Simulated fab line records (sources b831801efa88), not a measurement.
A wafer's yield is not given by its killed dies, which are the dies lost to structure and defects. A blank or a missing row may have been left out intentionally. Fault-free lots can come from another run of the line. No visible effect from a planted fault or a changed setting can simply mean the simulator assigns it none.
The tool behind it: which one? / flow sky130 / route of 708 steps, sampled at 1 step: 12 lots, 36 wafers

WHAT THE GAUGES SHOWED, per wafer
SKY_NWELL_THK_MEAS_02.
lot=L076; measured=day 3 09:35; on=film metro-01; NWELL_OXIDATION_THK (nm)=9.87 10.06 9.87
lot=L077; measured=day 3 09:37; on=film metro-04; NWELL_OXIDATION_THK (nm)=9.75 9.80 9.79
lot=L078; measured=day 3 21:44; on=film metro-03; NWELL_OXIDATION_THK (nm)=9.92 9.90 9.98
lot=L082; measured=day 4 04:23; on=film metro-03; NWELL_OXIDATION_THK (nm)=9.69 9.87 9.88
lot=L084; measured=day 4 15:07; on=film metro-04; NWELL_OXIDATION_THK (nm)=10.18 10.20 10.05
lot=L085; measured=day 4 23:02; on=film metro-04; NWELL_OXIDATION_THK (nm)=9.79 9.70 9.81
lot=L087; measured=day 5 06:02; on=film metro-04; NWELL_OXIDATION_THK (nm)=9.98 9.90 9.91
lot=L089; measured=day 5 22:54; on=film metro-03; NWELL_OXIDATION_THK (nm)=9.65 9.81 9.64
lot=L091; measured=day 6 10:23; on=film metro-03; NWELL_OXIDATION_THK (nm)=9.59 9.71 9.87
lot=L093; measured=day 6 17:43; on=film metro-03; NWELL_OXIDATION_THK (nm)=9.96 10.03 9.97
lot=L095; measured=day 7 00:55; on=film metro-04; NWELL_OXIDATION_THK (nm)=9.99 9.95 9.84
lot=L097; measured=day 7 12:09; on=film metro-04; NWELL_OXIDATION_THK (nm)=10.05 10.06 10.10

WHAT TOOL EACH LOT RAN ON (gives the tool, then ch and the chambers of the sampled wafers, and finally the start)
The record shows no process step preceding these readings.

THE ANSWER, worked out from the rows above alone
Rule: the lots themselves supply what counts as usual. The widest of any qualifying gaps counts: lots, ordered by their means at a reading, are off when they make up no more than a third of the lots, leave a main group of 4 or more, and stand apart from it by 3 or more times the standard deviation of that group's means. If all means in a main group match to the digits the tables above print for the reading, that group is not used. Also off: a lot with no number at a reading for which 4 or more lots have one. Any other lot the step has rows for is counted as sound.
Across all readings shown, no lot is off: no conclusion can be drawn from this.

WHAT THE SIMULATOR PUT IN
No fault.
